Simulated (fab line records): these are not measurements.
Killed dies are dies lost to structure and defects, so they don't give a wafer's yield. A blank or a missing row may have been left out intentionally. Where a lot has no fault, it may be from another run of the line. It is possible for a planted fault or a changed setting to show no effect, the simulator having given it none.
fab line records	flow gf180mcu	part 1 of 2: steps 1 to 24 of 38
[record] lots = 5	wafers = 15	last-day = 31
route steps=602 shown V3@450 M4@456 V4@476
lots that met no fault: taken from a fault-free run of the same line
start-h: hours from the record's opening day to when the first of the lot's shown wafers began	wait-h: hours from the lot's prior step to this one	" unchanged from the row above	L1.1+2: several wafers, shown together as one row	- no value, or no start was given	* or withheld: withheld	< > ~ a bound
route shown NAME@n: names a module that has steps shown in the file, with the first one's number in the route	usual: mean and standard deviation over wafers with no fault	same: alike in all rows	chamber/n: place in a boat	sites: each site's reading	_std_site: the values' standard deviation	_edge_site: outer sites' mean less inner sites'	radius-mm: for every site, how far away it sits from the centre of the wafer	mask NAME#n: copy n	behind: the most recent tool/chamber to have shaped the wafer	hold: why the lot was held/for how many hours/how that ended	device: the n, p or np transistor that did not switch	end of line: the tests these same wafers got at the end of their route	a step with no rows: only its recipe	killed: dies that structure and defects cost at the first sort, which is not the same as the wafer's yield	map: a wafer's dies, marking killed ones x, the rest . and places with no die _
set.NAME: the setting the step ran with; set.NAME@STEP: the setting that earlier step ran with	model.NAME: the simulator's own value behind a step, which no gauge read
a table for each step, a row for each wafer; lots at some steps of the route
services: a tool's chamber out of use, with start hour (start-h, from the record's first day; less than 0 if before it), hours out, and reason
[[steps]]
[step GF_V3_SPUTTER_21]
[recipe] material = Ti	target-thk-nm = 15	chamber-pressure-pa = 5	power-w = 2500	substrate-temp-c = 200	time-s = 80.02
[usual] chamber-pressure-pa = 5.000/0.0095	throttle-valve-pct = 30.3/0.93
[same] time-s = 80.02
lot.wafer	tool	chamber	start-h	wait-h	chamber-pressure-pa	throttle-valve-pct
L076.1	pvd-sputter-03	-	533.09	0.0	4.987	29.1
L076.4	"	-	"	"	5.005	29.4
L076.5	"	-	"	"	5.023	29.4
L077.4	pvd-sputter-01	-	545.57	0.0	4.996	29.9
L077.5	"	-	"	"	4.992	30.0
L077.6	"	-	"	"	5.013	29.5
L079.4	pvd-sputter-03	-	561.54	0.0	4.979	28.9
L079.5	"	-	"	"	5.003	29.4
L079.6	"	-	"	"	4.988	28.9
L083.2	pvd-sputter-03	-	601.27	0.0	5.008	29.2
L083.3	"	-	"	"	4.980	29.3
L083.4	"	-	"	"	5.006	28.9
L085.3	pvd-sputter-01	-	608.29	0.0	4.991	31.0
L085.4	"	-	"	"	5.014	29.6
L085.6	"	-	"	"	5.016	29.5
[step GF_V3_SPUTTER_22]
[recipe] material = TiN	target-thk-nm = 10	chamber-pressure-pa = 5	power-w = 4000	time-s = 40
[usual] chamber-pressure-pa = 4.999/0.01	throttle-valve-pct = 30.3/0.92
[same] time-s = 40
lot.wafer	tool	chamber	start-h	wait-h	chamber-pressure-pa	throttle-valve-pct
L076.1	pvd-sputter-03	-	533.15	0.0	4.985	29.1
L076.4	"	-	"	"	4.983	29.3
L076.5	"	-	"	"	4.978	29.2
L077.4	pvd-sputter-01	-	545.63	0.0	4.976	29.8
L077.5	"	-	"	"	5.001	30.0
L077.6	"	-	"	"	4.997	29.3
L079.4	pvd-sputter-03	-	561.60	0.0	4.997	28.8
L079.5	"	-	"	"	4.990	29.5
L079.6	"	-	"	"	4.998	29.0
L083.2	pvd-sputter-03	-	601.33	0.0	4.980	29.5
L083.3	"	-	"	"	4.995	29.4
L083.4	"	-	"	"	4.987	29.1
L085.3	pvd-sputter-01	-	608.36	0.0	5.008	30.9
L085.4	"	-	"	"	4.989	29.4
L085.6	"	-	"	"	4.985	29.8
[step GF_V3_CVD_23]
[recipe] material = W	target-thk-nm = 350	time-s = 104.9	temp-c = 400	pressure-torr = 40
[usual] heater-power-w = 967/68
[same] time-s = 104.9
lot.wafer	tool	chamber	start-h	wait-h	heater-power-w
L076.1	cvd-w-02	0	533.19	0.0	945
L076.4	"	1	"	"	896
L076.5	"	1	"	"	909
L077.4	cvd-w-01	1	545.70	0.1	959
L077.5	"	0	"	"	1093
L077.6	"	1	"	"	974
L079.4	cvd-w-02	0	561.67	0.1	934
L079.5	"	1	"	"	893
L079.6	"	0	"	"	920
L083.2	cvd-w-01	1	601.37	0.0	950
L083.3	"	1	"	"	950
L083.4	"	0	"	"	1096
L085.3	cvd-w-02	0	608.43	0.1	925
L085.4	"	1	"	"	922
L085.6	"	0	"	"	929
[step GF_V3_RS_MEAS_24]
[recipe] thk-meas-gauge = four-point-probe	reads = W_of_V3_CVD_23+TiN_of_V3_SPUTTER_22+Ti_of_V3_SPUTTER_21
[usual] V3_W_RS = 0.3271/0.0028
lot.wafer	tool	chamber	start-h	wait-h	V3_W_RS[ohm/sq]
L076.1	film-metro-04	-	533.30	0.1	0.3319
L076.4	"	-	"	"	0.3311
L076.5	"	-	"	"	0.3322
L077.4	film-metro-04	-	545.84	0.1	0.3287
L077.5	"	-	"	"	0.3317
L077.6	"	-	"	"	0.3326
L079.4	film-metro-04	-	561.81	0.1	0.3280
L079.5	"	-	"	"	0.3253
L079.6	"	-	"	"	0.3289
L083.2	film-metro-04	-	601.50	0.1	0.3245
L083.3	"	-	"	"	0.3225
L083.4	"	-	"	"	0.3272
L085.3	film-metro-02	-	608.60	0.1	0.3298
L085.4	"	-	"	"	0.3255
L085.6	"	-	"	"	0.3302
[step GF_V3_THK_MEAS_25]
[recipe] thk-meas-gauge = xrf	reads = W_of_V3_CVD_23
[usual] V3_W_THK = 338/3.5
lot.wafer	tool	chamber	start-h	wait-h	V3_W_THK[nm]
L076.1	film-metro-04	-	533.42	0.1	334
L076.4	"	-	"	"	338
L076.5	"	-	"	"	335
L077.4	film-metro-04	-	545.93	0.1	339
L077.5	"	-	"	"	336
L077.6	"	-	"	"	334
L079.4	film-metro-04	-	561.90	0.1	340
L079.5	"	-	"	"	341
L079.6	"	-	"	"	337
L083.2	film-metro-04	-	601.61	0.1	344
L083.3	"	-	"	"	342
L083.4	"	-	"	"	341
L085.3	film-metro-02	-	608.70	0.1	332
L085.4	"	-	"	"	336
L085.6	"	-	"	"	332
[step GF_V3_CMP_26]
[recipe] stop-on = SiO2	down-force-psi = 3.5	platen-rpm = 60	t-overpolish-s = 15	target-thk-nm = 0	pad-velocity-m-s = 0.94248
[usual] motor-current-A = 11.0/1	overpolish-run-s = 15.001/0.01	retaining-ring-pressure-frac = 1.000/0.0047	time-to-endpoint-s = 85/3.7
lot.wafer	tool	chamber	start-h	wait-h	motor-current-A	overpolish-run-s	retaining-ring-pressure-frac	time-to-endpoint-s
L076.4	cmp-02	2	533.48	0.0	10.7	14.996	0.996	77
L076.1	"	3	"	"	12.5	14.993	1.006	87
L076.5	"	3	"	"	12.3	15.005	1.004	84
L077.4	cmp-01	3	546.11	0.2	12.1	14.993	1.006	83
L077.5	"	0	"	"	10.1	15.020	0.999	86
L077.6	"	1	"	"	9.8	15.012	0.998	87
L079.4	cmp-02	0	561.93	0.0	10.5	14.988	1.007	86
L079.5	"	0	"	"	10.1	14.994	1.002	87
L079.6	"	1	"	"	10.6	15.014	1.002	79
L083.2	cmp-01	0	601.66	0.0	9.7	14.997	1.008	86
L083.4	"	1	"	"	9.7	15.006	1.000	86
L083.3	"	2	"	"	12.3	14.997	0.997	88
L085.4	cmp-02	3	608.74	0.0	12.5	15.010	0.997	86
L085.3	"	1	"	"	10.3	14.992	0.997	80
L085.6	"	0	"	"	10.9	15.015	1.003	87
[step GF_M4_SPUTTER_00]
[recipe] material = Ti	target-thk-nm = 37.5	arriving-ion-energy-ev = 80	substrate-temp-c = 200	chamber-pressure-pa = 2	power-w = 4000	time-s = 150
[usual] chamber-pressure-pa = 2.000/0.0038	throttle-valve-pct = 30.3/1
[same] time-s = 150
lot.wafer	tool	chamber	start-h	wait-h	chamber-pressure-pa	throttle-valve-pct
L076.1	pvd-sputter-02	-	533.78	0.2	2.007	29.2
L076.4	"	-	"	"	1.999	31.9
L076.5	"	-	"	"	2.006	29.3
L077.4	pvd-sputter-01	-	546.26	0.1	2.002	29.4
L077.5	"	-	"	"	1.999	29.2
L077.6	"	-	"	"	1.992	31.5
L079.4	pvd-sputter-02	-	562.23	0.2	2.004	31.9
L079.5	"	-	"	"	2.002	29.3
L079.6	"	-	"	"	2.006	31.8
L083.2	pvd-sputter-01	-	601.96	0.2	1.995	31.4
L083.3	"	-	"	"	2.000	29.6
L083.4	"	-	"	"	2.005	30.0
L085.3	pvd-sputter-04	-	609.04	0.1	2.007	28.7
L085.4	"	-	"	"	1.999	30.7
L085.6	"	-	"	"	1.999	30.7
[step GF_M4_SPUTTER_01]
[recipe] material = TiN	target-thk-nm = 30	power-w = 6500	time-s = 25	chamber-pressure-pa = 0.4
[usual] chamber-pressure-pa = 0.4000/0.00079	throttle-valve-pct = 30.3/1
[same] time-s = 25
lot.wafer	tool	chamber	start-h	wait-h	chamber-pressure-pa	throttle-valve-pct
L076.1	pvd-sputter-02	-	533.88	0.1	0.4003	29.2
L076.4	"	-	"	"	0.3984	32.1
L076.5	"	-	"	"	0.4019	29.3
L077.4	pvd-sputter-01	-	546.36	0.1	0.3990	29.4
L077.5	"	-	"	"	0.4004	29.3
L077.6	"	-	"	"	0.4009	31.6
L079.4	pvd-sputter-02	-	562.33	0.1	0.4008	31.7
L079.5	"	-	"	"	0.4001	29.2
L079.6	"	-	"	"	0.4003	31.9
L083.2	pvd-sputter-01	-	602.06	0.1	0.4002	31.2
L083.3	"	-	"	"	0.3993	29.6
L083.4	"	-	"	"	0.3999	30.1
L085.3	pvd-sputter-04	-	609.14	0.1	0.3995	28.5
L085.4	"	-	"	"	0.4002	30.9
L085.6	"	-	"	"	0.3996	30.9
[step GF_M4_SPUTTER_02]
[recipe] material = AlCu	target-thk-nm = 450	power-w = 10600	time-s = 23.9	chamber-pressure-pa = 0.4
[usual] chamber-pressure-pa = 0.4000/0.00082	throttle-valve-pct = 30.3/1
[same] time-s = 23.9
lot.wafer	tool	chamber	start-h	wait-h	chamber-pressure-pa	throttle-valve-pct
L076.1	pvd-sputter-02	-	533.91	0.0	0.3993	29.4
L076.4	"	-	"	"	0.4002	31.9
L076.5	"	-	"	"	0.3994	29.3
L077.4	pvd-sputter-01	-	546.39	0.0	0.3997	29.4
L077.5	"	-	"	"	0.3992	29.3
L077.6	"	-	"	"	0.3995	31.6
L079.4	pvd-sputter-02	-	562.36	0.0	0.4000	31.9
L079.5	"	-	"	"	0.3987	29.2
L079.6	"	-	"	"	0.3994	32.2
L083.2	pvd-sputter-01	-	602.09	0.0	0.3993	31.4
L083.3	"	-	"	"	0.3988	29.7
L083.4	"	-	"	"	0.3993	30.1
L085.3	pvd-sputter-04	-	609.17	0.0	0.3995	28.8
L085.4	"	-	"	"	0.4002	30.9
L085.6	"	-	"	"	0.4003	30.9
[step GF_M4_SPUTTER_03]
[recipe] material = Ti	target-thk-nm = 10	substrate-temp-c = 300	chamber-pressure-pa = 0.3	power-w = 3000	time-s = 6.7
[usual] chamber-pressure-pa = 0.3000/0.00061	throttle-valve-pct = 30.3/1
[same] time-s = 6.7
lot.wafer	tool	chamber	start-h	wait-h	chamber-pressure-pa	throttle-valve-pct
L076.1	pvd-sputter-02	-	533.94	0.0	0.3003	29.3
L076.4	"	-	"	"	0.3004	31.9
L076.5	"	-	"	"	0.3000	29.3
L077.4	pvd-sputter-01	-	546.42	0.0	0.3005	29.6
L077.5	"	-	"	"	0.3007	29.8
L077.6	"	-	"	"	0.2999	31.5
L079.4	pvd-sputter-02	-	562.39	0.0	0.3001	32.1
L079.5	"	-	"	"	0.2999	29.3
L079.6	"	-	"	"	0.3006	31.8
L083.2	pvd-sputter-01	-	602.12	0.0	0.2995	31.7
L083.3	"	-	"	"	0.2995	29.3
L083.4	"	-	"	"	0.2992	30.3
L085.3	pvd-sputter-04	-	609.20	0.0	0.3004	29.1
L085.4	"	-	"	"	0.2998	30.8
L085.6	"	-	"	"	0.2987	31.0
[step GF_M4_SPUTTER_04]
[recipe] material = TiN	target-thk-nm = 50	power-w = 6500	time-s = 41.7	chamber-pressure-pa = 0.4
[usual] chamber-pressure-pa = 0.4000/0.00082	throttle-valve-pct = 30.3/1
[same] time-s = 41.7
lot.wafer	tool	chamber	start-h	wait-h	chamber-pressure-pa	throttle-valve-pct
L076.1	pvd-sputter-02	-	533.96	0.0	0.3997	29.6
L076.4	"	-	"	"	0.4007	31.8
L076.5	"	-	"	"	0.3990	29.3
L077.4	pvd-sputter-01	-	546.44	0.0	0.3998	29.4
L077.5	"	-	"	"	0.4004	29.3
L077.6	"	-	"	"	0.3984	31.3
L079.4	pvd-sputter-02	-	562.41	0.0	0.4003	32.0
L079.5	"	-	"	"	0.3998	29.2
L079.6	"	-	"	"	0.3994	31.6
L083.2	pvd-sputter-01	-	602.14	0.0	0.4001	31.4
L083.3	"	-	"	"	0.4003	29.3
L083.4	"	-	"	"	0.3997	30.0
L085.3	pvd-sputter-04	-	609.22	0.0	0.4000	28.8
L085.4	"	-	"	"	0.4000	30.7
L085.6	"	-	"	"	0.3992	30.8
[step GF_M4_RS_MEAS_05]
[recipe] thk-meas-gauge = four-point-probe	reads = TiN_of_M4_SPUTTER_04+Ti_of_M4_SPUTTER_03+AlCu_of_M4_SPUTTER_02+TiN_of_M4_SPUTTER_01+Ti_of_M4_SPUTTER_00
[usual] M4_ALCU_RS = 0.0700/0.00088
lot.wafer	tool	chamber	start-h	wait-h	M4_ALCU_RS[ohm/sq]
L076.1	film-metro-04	-	534.00	0.0	0.0704
L076.4	"	-	"	"	0.0694
L076.5	"	-	"	"	0.0702
L077.4	film-metro-02	-	546.54	0.1	0.0697
L077.5	"	-	"	"	0.0695
L077.6	"	-	"	"	0.0685
L079.4	film-metro-04	-	562.51	0.1	0.0706
L079.5	"	-	"	"	0.0707
L079.6	"	-	"	"	0.0701
L083.2	film-metro-01	-	602.20	0.0	0.0699
L083.3	"	-	"	"	0.0708
L083.4	"	-	"	"	0.0711
L085.3	film-metro-02	-	609.30	0.1	0.0691
L085.4	"	-	"	"	0.0699
L085.6	"	-	"	"	0.0700
[step GF_M4_THK_MEAS_06]
[recipe] thk-meas-gauge = xrf	reads = AlCu_of_M4_SPUTTER_02
[usual] M4_ALCU_THK = 446/5.9
lot.wafer	tool	chamber	start-h	wait-h	M4_ALCU_THK[nm]
L076.1	film-metro-04	-	534.12	0.1	445
L076.4	"	-	"	"	454
L076.5	"	-	"	"	446
L077.4	film-metro-02	-	546.63	0.1	445
L077.5	"	-	"	"	446
L077.6	"	-	"	"	450
L079.4	film-metro-04	-	562.60	0.1	448
L079.5	"	-	"	"	444
L079.6	"	-	"	"	446
L083.2	film-metro-01	-	602.31	0.1	446
L083.3	"	-	"	"	438
L083.4	"	-	"	"	434
L085.3	film-metro-02	-	609.40	0.1	452
L085.4	"	-	"	"	443
L085.6	"	-	"	"	443
[step GF_M4_DEHYDRATE_07]
[recipe] temp-c = 200	time-s = 60
[same] time-s = 60
lot.wafer	tool	chamber	start-h	wait-h
L076.1+4+5	litho-track-01	0	544.41	10.3
L077.4+5+6	litho-track-02	0	557.42	10.8
L079.4+5+6	litho-track-02	0	573.02	10.4
L083.2+3+4	litho-track-01	0	612.19	9.9
L085.3+4+6	litho-track-01	0	619.06	9.7
[step GF_M4_HMDS_08]
[recipe] prime-time-s = 60	prime-temp-c = 120
lot.wafer	tool	chamber	start-h	wait-h
L076.1+4+5	litho-track-01	0	544.56	0.1
L077.4+5+6	litho-track-02	0	557.57	0.1
L079.4+5+6	litho-track-02	0	573.17	0.1
L083.2+3+4	litho-track-01	0	612.34	0.1
L085.3+4+6	litho-track-01	0	619.21	0.1
[step GF_M4_COAT_09]
[recipe] resist = KrF	spin-rpm = withheld	resist-thk-nm = 1000
lot.wafer	tool	chamber	start-h	wait-h
L076.1+4+5	litho-track-01	0	544.71	0.1
L077.4+5+6	litho-track-02	0	557.72	0.1
L079.4+5+6	litho-track-02	0	573.32	0.1
L083.2+3+4	litho-track-01	0	612.49	0.1
L085.3+4+6	litho-track-01	0	619.36	0.1
[step GF_M4_SOFTBAKE_10]
[recipe] temp-c = 130	time-s = 60	resist = KrF
[same] time-s = 60
lot.wafer	tool	chamber	start-h	wait-h
L076.1+4+5	litho-track-01	0	544.86	0.1
L077.4+5+6	litho-track-02	0	557.87	0.1
L079.4+5+6	litho-track-02	0	573.47	0.1
L083.2+3+4	litho-track-01	0	612.64	0.1
L085.3+4+6	litho-track-01	0	619.51	0.1
[step GF_M4_EXPOSE_11]
[recipe] mask-id = Metal4	target-cd-nm = 280	na = 0.68	source-shape = conventional	sigma-outer = 0.6	dose-mj = 28
[same] na = 0.68
lot.wafer	tool	chamber	start-h	wait-h	mask
L076.1+4+5	krf-scanner-02	0	-	-	Metal4#0
L077.4+5+6	krf-scanner-01	0	-	-	Metal4#0
L079.4+5+6	krf-scanner-02	0	-	-	Metal4#0
L083.2+3+4	krf-scanner-02	0	-	-	Metal4#0
L085.3+4+6	krf-scanner-01	0	-	-	Metal4#0
[step GF_M4_PEB_12]
[recipe] peb-temp-c = 135	peb-time-s = 90	resist = KrF
lot.wafer	tool	chamber	start-h	wait-h
L076.1+4+5	litho-track-04	0	-	-
L077.4+5+6	litho-track-02	0	-	-
L079.4+5+6	litho-track-04	0	-	-
L083.2+3+4	litho-track-02	0	-	-
L085.3+4+6	litho-track-04	0	-	-
[step GF_M4_DEVELOP_13]
[recipe] develop-time-s = 60	dev-temp-c = 21
lot.wafer	tool	chamber	start-h	wait-h
L076.1+4+5	litho-track-04	0	556.10	0.2
L077.4+5+6	litho-track-02	0	569.02	0.1
L079.4+5+6	litho-track-04	0	584.17	0.1
L083.2+3+4	litho-track-02	0	622.62	0.2
L085.3+4+6	litho-track-04	0	629.75	0.1
[step GF_M4_CD_MEAS_14]
[recipe] target-cd-nm = 280
[usual] cd-nm = 279.8/1.1
lot.wafer	tool	chamber	start-h	wait-h	cd-nm
L076.1	cd-sem-01	-	556.25	0.1	279.5
L076.4	"	-	"	"	280.7
L076.5	"	-	"	"	279.8
L077.4	cd-sem-02	-	569.15	0.1	280.7
L077.5	"	-	"	"	278.8
L077.6	"	-	"	"	279.0
L079.4	cd-sem-01	-	584.31	0.1	282.8
L079.5	"	-	"	"	281.7
L079.6	"	-	"	"	281.3
L083.2	cd-sem-02	-	622.76	0.1	279.5
L083.3	"	-	"	"	279.4
L083.4	"	-	"	"	280.1
L085.3	cd-sem-02	-	629.89	0.1	278.3
L085.4	"	-	"	"	279.4
L085.6	"	-	"	"	279.8
[step GF_M4_OVL_MEAS_15]
[usual] M4_OVL = 2/4.5
lot.wafer	tool	chamber	start-h	wait-h	M4_OVL[nm]
L076.1	overlay-02	-	556.37	0.1	0
L076.4	"	-	"	"	-10
L076.5	"	-	"	"	1
L077.4	overlay-02	-	569.23	0.1	-1
L077.5	"	-	"	"	8
L077.6	"	-	"	"	6
L079.4	overlay-01	-	584.39	0.1	2
L079.5	"	-	"	"	2
L079.6	"	-	"	"	1
L083.2	overlay-02	-	622.87	0.1	-9
L083.3	"	-	"	"	0
L083.4	"	-	"	"	-5
L085.3	overlay-01	-	629.98	0.1	6
L085.4	"	-	"	"	3
L085.6	"	-	"	"	6
[step GF_M4_METAL_ETCH_16]
[recipe] chemistry = Cl2/BCl3	mask-material = KrF	target-depth-nm = 750.8	stop-on = SiO2	pressure-mtorr = 8	icp-w = 800	bias-w = 140	Cl2_flow_sccm = 80	bcl3-flow-sccm = 40	time-s = 125.1
[usual] bcl3-flow-sccm = 40.03/0.11	bias-w = 140.1/0.38	chamber-pressure-mTorr = 8.001/0.0068	drypump-motor-current-A = 5.5/0.7	mfc-cl2-sccm = 80.01/0.23	oes-product-au = 0.991/0.0062	throttle-valve-pct = 28.230/0.011
[same] time-s = 125.1
lot.wafer	tool	chamber	start-h	wait-h	bcl3-flow-sccm	bias-w	chamber-pressure-mTorr	drypump-motor-current-A	mfc-cl2-sccm	oes-product-au	rf-hours-counter-h	throttle-valve-pct
L076.1	rie-metal-04	1	556.40	0.0	40.09	139.6	7.993	4.9	79.79	1.000	1	28.244
L076.4	"	0	"	"	40.15	140.4	7.996	6.7	79.46	0.996	-	28.228
L076.5	"	0	"	"	39.81	140.1	7.995	6.7	79.80	0.991	-	28.215
L077.4	rie-metal-04	1	569.29	0.1	40.06	140.2	8.005	4.9	80.00	1.004	-	28.232
L077.5	"	1	"	"	40.02	140.1	7.998	4.9	79.99	0.993	-	28.218
L077.6	"	0	"	"	40.15	140.1	7.994	6.8	79.73	0.997	-	28.224
L079.4	rie-metal-02	1	584.45	0.1	39.98	139.6	7.992	5.1	79.98	0.986	-	28.231
L079.5	"	1	"	"	40.27	139.7	8.003	5.1	80.00	0.979	-	28.257
L079.6	"	0	"	"	40.03	140.4	7.997	6.0	79.72	0.987	-	28.229
L083.2	rie-metal-03	1	622.90	0.0	40.01	140.1	8.001	5.4	80.03	0.994	3	28.223
L083.3	"	0	"	"	39.91	140.1	8.007	4.8	80.09	0.991	-	28.231
L083.4	"	1	"	"	40.10	140.3	7.996	5.4	80.00	0.994	-	28.248
L085.3	rie-metal-04	1	630.05	0.1	40.10	139.6	8.005	4.9	80.01	0.992	-	28.225
L085.4	"	0	"	"	40.02	139.5	7.994	6.8	79.73	0.988	-	28.222
L085.6	"	1	"	"	40.16	139.6	8.002	4.9	80.24	0.994	-	28.206
[step GF_M4_STRIP_17]
[recipe] chemistry = O2/N2	power-w = 1400	pressure-mtorr = 1500	platen-temp-c = 250	o2-flow-sccm = 3000	n2-flow-sccm = 300	overash-fraction = 0.5
[usual] chamber-pressure-mTorr = 1500.0/1.3	drypump-motor-current-A = 5.9/0.4	heater-power-w = 317/23	oes-product-au = 0.536/0.0049	strip-time-to-endpoint-s = 7.36/0.049
lot.wafer	tool	chamber	start-h	wait-h	chamber-pressure-mTorr	drypump-motor-current-A	heater-power-w	oes-product-au	rf-hours-counter-h	strip-time-to-endpoint-s
L076.1	plasma-asher-03	1	556.53	0.1	1501.6	5.7	312	0.533	14	7.28
L076.4	"	1	"	"	1498.8	5.7	307	0.533	-	7.30
L076.5	"	1	"	"	1500.3	5.7	323	0.534	-	7.28
L077.4	plasma-asher-04	1	569.41	0.1	1500.4	5.7	338	0.531	-	7.27
L077.5	"	0	"	"	1500.3	6.3	286	0.530	-	7.33
L077.6	"	1	"	"	1501.3	5.8	336	0.535	-	7.27
L079.4	plasma-asher-01	0	584.57	0.1	1499.6	5.2	331	0.540	-	7.39
L079.5	"	1	"	"	1497.7	6.0	346	0.534	-	7.37
L079.6	"	0	"	"	1499.3	5.2	328	0.533	-	7.39
L083.2	plasma-asher-03	1	623.03	0.1	1499.8	5.7	318	0.535	21	7.34
L083.3	"	0	"	"	1499.9	6.3	314	0.529	-	7.32
L083.4	"	1	"	"	1500.3	5.7	321	0.542	-	7.33
L085.3	plasma-asher-04	0	630.17	0.1	1498.9	6.4	284	0.537	-	7.29
L085.4	"	1	"	"	1498.2	5.8	338	0.536	-	7.30
L085.6	"	0	"	"	1502.3	6.4	285	0.535	-	7.37
